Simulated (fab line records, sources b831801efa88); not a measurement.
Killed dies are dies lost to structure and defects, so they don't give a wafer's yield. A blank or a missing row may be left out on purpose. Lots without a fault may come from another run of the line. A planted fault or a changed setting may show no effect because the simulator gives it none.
Which tool did it? | flow sky130 | 13 lots, 39 wafers sampled, at 5 steps of a route of 708

WHAT THE GAUGES READ, wafer by wafer
SKY_SONOS_TUNNEL_OVL_MEAS_08.
lot  | measured     | on         | SONOS_TUNNEL_OVL (nm)
L354 | day 11 10:22 | overlay-02 | -1.1 0.4 1.4
L356 | day 12 03:30 | overlay-02 | -0.3 0.5 0.9
L360 | day 14 08:27 | overlay-02 | 1.2 1.7 1.6
L359 | day 14 09:46 | overlay-02 | -0.7 0.3 0.1
L361 | day 14 17:46 | overlay-02 | 1.8 0.1 3.1
L362 | day 14 18:43 | overlay-02 | 0.9 -0.2 0.7
L363 | day 14 21:16 | overlay-01 | -0.4 -1.1 -0.3
L366 | day 16 01:12 | overlay-02 | 1.9 2.2 0.5
L368 | day 16 12:34 | overlay-02 | 0.4 0.7 0.2
L373 | day 17 22:36 | overlay-01 | -0.6 -0.9 -0.1
L375 | day 18 23:07 | overlay-02 | -1.0 -1.1 0.6
L376 | day 19 04:21 | overlay-01 | 0.2 0.4 1.1
L377 | day 19 06:46 | overlay-02 | 0.9 2.8 2.3

SKY_GATE_OXIDE_THK_MEAS_02.
lot  | measured     | on            | GATE_OXIDE_OXIDATION_00_THK (nm)
L354 | day 12 20:13 | film_metro-03 | 9.84 9.87 9.93
L356 | day 13 14:35 | film_metro-02 | 10.19 10.00 10.32
L360 | day 15 18:09 | film_metro-01 | 10.17 10.22 10.14
L359 | day 15 19:34 | film_metro-01 | 10.22 10.30 10.23
L361 | day 16 11:59 | film_metro-01 | 11.73 11.49 11.80
L362 | day 16 11:58 | film_metro-03 | 11.34 11.17 11.22
L363 | day 16 12:02 | film_metro-01 | 11.74 11.70 11.88
L366 | day 17 16:19 | film_metro-01 | 10.09 10.07 10.12
L368 | day 18 08:22 | film_metro-01 | 10.22 10.11 10.22
L373 | day 19 11:20 | film_metro-03 | 10.17 10.22 10.14
L375 | day 20 13:23 | film_metro-03 | 9.95 10.01 9.91
L376 | day 20 18:03 | film_metro-01 | 10.25 10.51 10.43
L377 | day 20 19:47 | film_metro-02 | 10.29 10.31 10.15

WHICH TOOL RAN EACH LOT (tool, then ch and the chambers of the sampled wafers, then the start)
lot  | SKY_VT_ADJUST_LVTN_STRIP_20          | SKY_VT_ADJUST_HVTR_STRIP_10          | SKY_GATE_OXIDE_OXIDATION_01
L354 | plasma_asher-02 ch 0,1, day 7 16:39  | plasma_asher-02 ch 0,1, day 9 12:29  | furnace-02 ch 0, day 12 18:47
L356 | plasma_asher-03 ch 0, day 8 07:34    | plasma_asher-02 ch 0,1, day 10 04:02 | furnace-01 ch 0, day 13 13:10
L360 | plasma_asher-03 ch 0,1, day 10 02:55 | plasma_asher-02 ch 0,1, day 12 03:14 | furnace-01 ch 0, day 15 16:44
L359 | plasma_asher-04 ch 0,1, day 10 04:13 | plasma_asher-02 ch 0,1, day 12 04:14 | furnace-01 ch 0, day 15 18:09
L361 | plasma_asher-03 ch 0,1, day 10 11:36 | plasma_asher-02 ch 0,1, day 12 12:34 | furnace-01 ch 0, day 16 10:33
L362 | plasma_asher-02 ch 0, day 10 12:13   | plasma_asher-02 ch 0,1, day 12 13:29 | furnace-01 ch 0, day 16 10:33
L363 | plasma_asher-03 ch 0, day 10 13:52   | plasma_asher-02 ch 0,1, day 12 15:59 | furnace-01 ch 0, day 16 10:33
L366 | plasma_asher-04 ch 0,1, day 11 14:16 | plasma_asher-03 ch 0,1, day 13 19:26 | furnace-02 ch 0, day 17 14:54
L368 | plasma_asher-04 ch 0,1, day 12 01:15 | plasma_asher-02 ch 0,1, day 14 06:13 | furnace-02 ch 0, day 18 06:56
L373 | plasma_asher-04 ch 0,1, day 13 09:10 | plasma_asher-02 ch 0,1, day 15 13:44 | furnace-02 ch 0, day 19 09:55
L375 | plasma_asher-03 ch 0,1, day 14 05:48 | plasma_asher-03 ch 0,1, day 16 12:16 | furnace-01 ch 0, day 20 11:56
L376 | plasma_asher-04 ch 0,1, day 14 10:07 | plasma_asher-02 ch 0,1, day 16 16:59 | furnace-01 ch 0, day 20 16:39
L377 | plasma_asher-02 ch 0,1, day 14 12:03 | plasma_asher-02 ch 0,1, day 16 19:52 | furnace-01 ch 0, day 20 18:20
- SKY_VT_ADJUST_LVTN_STRIP_20: strips in O2/N2.
- SKY_VT_ADJUST_HVTR_STRIP_10: strips in O2/N2.
- SKY_GATE_OXIDE_OXIDATION_01: stabilise 600 s, purge 300 s, target thk 10.268 nm.

WHAT THE TOOLS THEMSELVES READ (means of the sampled wafers that have a number; where no wafer has one, the mark that the record gives instead)
SKY_VT_ADJUST_LVTN_STRIP_20.
lot  | tool            | drypump_motor_current_A (A) | o2_flow_sccm (sccm) | oes_product_au (a.u.) | strip_time_to_endpoint_s (s)
L354 | plasma_asher-02 | 5.79                        | 3008                | 0.715                 | 14.12
L356 | plasma_asher-03 | 5.36                        | 2993                | 0.716                 | 14.19
L360 | plasma_asher-03 | 5.71                        | 2995                | 0.710                 | 14.20
L359 | plasma_asher-04 | 5.57                        | 3002                | 0.713                 | 14.24
L361 | plasma_asher-03 | 5.52                        | 2999                | 0.716                 | 14.20
L362 | plasma_asher-02 | 5.90                        | 3006                | 0.717                 | 14.16
L363 | plasma_asher-03 | 5.43                        | 3011                | 0.714                 | 14.20
L366 | plasma_asher-04 | 5.46                        | 3003                | 0.717                 | 14.17
L368 | plasma_asher-04 | 5.56                        | 3008                | 0.709                 | 14.16
L373 | plasma_asher-04 | 5.44                        | 2992                | 0.713                 | 14.16
L375 | plasma_asher-03 | 5.67                        | 2994                | 0.715                 | 14.22
L376 | plasma_asher-04 | 5.58                        | 2979                | 0.720                 | 14.21
L377 | plasma_asher-02 | 5.85                        | 2992                | 0.715                 | 14.13

SKY_VT_ADJUST_HVTR_STRIP_10.
lot  | tool            | drypump_motor_current_A (A) | o2_flow_sccm (sccm) | oes_product_au (a.u.) | strip_time_to_endpoint_s (s)
L354 | plasma_asher-02 | 5.80                        | 2995                | 0.716                 | 14.15
L356 | plasma_asher-02 | 5.78                        | 3007                | 0.722                 | 14.18
L360 | plasma_asher-02 | 5.78                        | 2995                | 0.711                 | 14.17
L359 | plasma_asher-02 | 5.83                        | 3004                | 0.714                 | 14.15
L361 | plasma_asher-02 | 5.85                        | 3000                | 0.717                 | 14.15
L362 | plasma_asher-02 | 5.79                        | 3001                | 0.713                 | 14.18
L363 | plasma_asher-02 | 5.85                        | 2999                | 0.715                 | 14.18
L366 | plasma_asher-03 | 5.55                        | 2994                | 0.718                 | 14.15
L368 | plasma_asher-02 | 5.79                        | 2999                | 0.714                 | 14.10
L373 | plasma_asher-02 | 5.83                        | 2996                | 0.718                 | 14.20
L375 | plasma_asher-03 | 5.68                        | 2999                | 0.721                 | 14.18
L376 | plasma_asher-02 | 5.80                        | 3002                | 0.715                 | 14.17
L377 | plasma_asher-02 | 5.79                        | 3010                | 0.716                 | 14.10

SKY_GATE_OXIDE_OXIDATION_01.
lot  | tool       | ox_temp_c_max
L354 | furnace-02 | 904.4
L356 | furnace-01 | 905.3
L360 | furnace-01 | 905.0
L359 | furnace-01 | 904.6
L361 | furnace-01 | 904.4
L362 | furnace-01 | 904.0
L363 | furnace-01 | 904.7
L366 | furnace-02 | 904.1
L368 | furnace-02 | 904.7
L373 | furnace-02 | 905.5
L375 | furnace-01 | 904.4
L376 | furnace-01 | 904.0
L377 | furnace-01 | 905.6

THE ANSWER, worked out from the rows above alone
Rule: what is usual is taken from the lots themselves. Put in order of their means at a reading, lots are off if they are a third of the lots or fewer, leave a main group of 4 or more, and stand apart from it by a gap of 3 or more times the standard deviation of the main group's means; of several such gaps the widest counts. A main group whose means are all the same, to the digits that the tables above print for the reading, isn't used. A lot without any number at a reading at which 4 lots or more have one is off too. The other lots that the step has rows for count as sound. The gauges are gone through in route order, then the tools' own readings, and for those a lot's mean is taken as printed above. The first step at which some lot is off is used, and at that step the reading that is off furthest; a lot without a number counts as furthest.
Off: L361, L362, L363, at SKY_GATE_OXIDE_THK_MEAS_02 (GATE_OXIDE_OXIDATION_00_THK). The main group: mean 10.15 nm, standard deviation 0.14.
A tool fits if, at a process step before that reading, it ran every lot that is off, and no sound lot after the first of them. The gauges at SKY_GATE_OXIDE_THK_MEAS_02 are tried like those tools. None of those tried fits.

WHAT THE SIMULATOR HAD PUT IN
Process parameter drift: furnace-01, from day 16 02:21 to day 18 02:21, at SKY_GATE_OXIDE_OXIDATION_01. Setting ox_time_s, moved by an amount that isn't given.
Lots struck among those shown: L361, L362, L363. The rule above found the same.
